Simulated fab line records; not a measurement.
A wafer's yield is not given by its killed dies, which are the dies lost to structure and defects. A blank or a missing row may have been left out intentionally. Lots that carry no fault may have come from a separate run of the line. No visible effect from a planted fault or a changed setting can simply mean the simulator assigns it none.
Which tool is to blame? / flow gf180mcu / 13 lots (39 wafers sampled), 1 step of a 602-step route

WHAT THE GAUGES SHOWED, per wafer
GF_V1_THK_MEAS_03.
lot=L422; measured=day 17 04:02; on=film-metro-02; V1_CVD_02_THK (nm)=828 834 856
lot=L424; measured=day 18 00:25; on=film-metro-04; V1_CVD_02_THK (nm)=850 844 866
lot=L425; measured=day 18 03:06; on=film-metro-01; V1_CVD_02_THK (nm)=848 888 871
lot=L426; measured=day 18 18:25; on=film-metro-01; V1_CVD_02_THK (nm)=841 875 850
lot=L427; measured=day 19 02:17; on=film-metro-01; V1_CVD_02_THK (nm)=834 839 857
lot=L428; measured=day 19 11:34; on=film-metro-02; V1_CVD_02_THK (nm)=855 870 871
lot=L430; measured=day 20 11:22; on=film-metro-04; V1_CVD_02_THK (nm)=836 846 835
lot=L433; measured=day 21 11:19; on=film-metro-04; V1_CVD_02_THK (nm)=849 859 848
lot=L435; measured=day 21 23:56; on=film-metro-01; V1_CVD_02_THK (nm)=848 862 854
lot=L436; measured=day 22 04:54; on=film-metro-01; V1_CVD_02_THK (nm)=838 824 852
lot=L437; measured=day 23 01:34; on=film-metro-01; V1_CVD_02_THK (nm)=849 849 873
lot=L440; measured=day 23 18:46; on=film-metro-04; V1_CVD_02_THK (nm)=826 838 840
lot=L445; measured=day 25 05:04; on=film-metro-04; V1_CVD_02_THK (nm)=849 864 862

EACH LOT AND THE TOOL THAT RAN IT (in order: tool; ch and the chambers of the sampled wafers; start)
The record holds no process step before these readings.

AS READ BY THE TOOLS THEMSELVES (means over the sampled wafers that have a number; for cases with no such wafer, the mark the record gives instead)
The record holds no such reading with a usual standard deviation.

THE ANSWER, worked out from the rows above alone
Rule: the usual values come from the lots themselves. The widest of any qualifying gaps counts: lots, ordered by their means at a reading, are off when they make up no more than a third of the lots, leave a main group of 4 or more, and stand apart from it by 3 or more times the standard deviation of that group's means. The tables above print the reading to a certain number of digits; a main group whose means all agree to those digits is not used. A lot without any number at a reading at which 4 lots or more have one is off too. The other lots that the step has rows for count as sound. The gauges are gone through in route order, then the tools' own readings, and for those a lot's mean is taken as printed above. The first step at which some lot is off is used, and at that step the reading that is off furthest; a lot without a number counts as furthest.
Across all readings shown, no lot is off: no conclusion can be drawn from this.

WHAT WAS PUT IN BY THE SIMULATOR
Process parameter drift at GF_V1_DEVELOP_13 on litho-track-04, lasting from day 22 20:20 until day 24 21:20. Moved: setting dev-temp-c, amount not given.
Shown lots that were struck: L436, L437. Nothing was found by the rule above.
